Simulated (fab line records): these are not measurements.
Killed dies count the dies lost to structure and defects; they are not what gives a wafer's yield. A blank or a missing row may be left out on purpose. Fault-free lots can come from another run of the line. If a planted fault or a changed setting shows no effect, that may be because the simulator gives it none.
Chamber matching + flow gf180mcu + rie_diel-01 running GF_V2_ETCH_16: 4 sister chambers
The step etches BARC in N2/H2. 8 wafers are shown with their chamber, then 9 later ones without.

EACH WAFER AND ITS CHAMBER
| wafer  | chamber | rf_fwd_power_W (W) | h2_flow_sccm (sccm) |
|--------|---------|--------------------|---------------------|
| L078.1 | 0       | 495.3              | 199.7               |
| L080.2 | 0       | 496.2              | 200.3               |
| L080.4 | 3       | 495.7              | 200.4               |
| L081.1 | 2       | 494.1              | 199.9               |
| L081.2 | 3       | 500.3              | 200.9               |
| L083.1 | 1       | 492.7              | 200.5               |
| L083.4 | 2       | 494.9              | 200.1               |
| L083.6 | 1       | 493.0              | 200.8               |

WAFERS WITH NO CHAMBER GIVEN
| wafer  | rf_fwd_power_W (W) | h2_flow_sccm (sccm) |
|--------|--------------------|---------------------|
| L091.1 | 498.2              | 199.9               |
| L091.4 | 497.0              | 200.0               |
| L091.5 | 492.9              | 199.3               |
| L096.1 | 492.1              | 200.3               |
| L096.4 | 495.2              | 200.7               |
| L096.6 | 495.6              | 199.8               |
| L097.4 | 493.3              | 199.7               |
| L097.5 | 494.9              | 198.8               |
| L097.6 | 493.1              | 199.7               |

EACH ONE'S CHAMBER
| wafer  | from the rows above               | in truth |
|--------|-----------------------------------|----------|
| L091.1 | can't be placed: 0 or 2 or 3      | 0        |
| L091.4 | can't be placed: 0 or 2 or 3      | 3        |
| L091.5 | can't be placed: 2 or 0 or 1      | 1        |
| L096.1 | can't be placed: 1 or 2 or 0      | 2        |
| L096.4 | can't be placed: 1 or 3 or 0 or 2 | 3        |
| L096.6 | can't be placed: 0 or 2           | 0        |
| L097.4 | can't be placed: 2 or 0 or 1      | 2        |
| L097.5 | can't be placed: 2 or 0           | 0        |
| L097.6 | can't be placed: 2 or 0 or 1      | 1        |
Correctly placed: 0 of 9. Not placeable from these rows: 9 (in 9, the candidates include the true chamber). Number placed wrongly: 0.
How it was worked out, from the rows above alone: a wafer's distance from a chamber is the root of the sum, over the readings, of the square of ((its reading less the chamber's mean) divided by the reading's scatter). The wafer belongs to the nearest chamber; if the next one is less than 2 further off, it can't be placed. A chamber's mean is the mean of its shown wafers. The scatter is the square root of a quotient: the sum, over the shown wafers, of each reading's squared deviation from its chamber's mean, divided by wafers minus chambers.
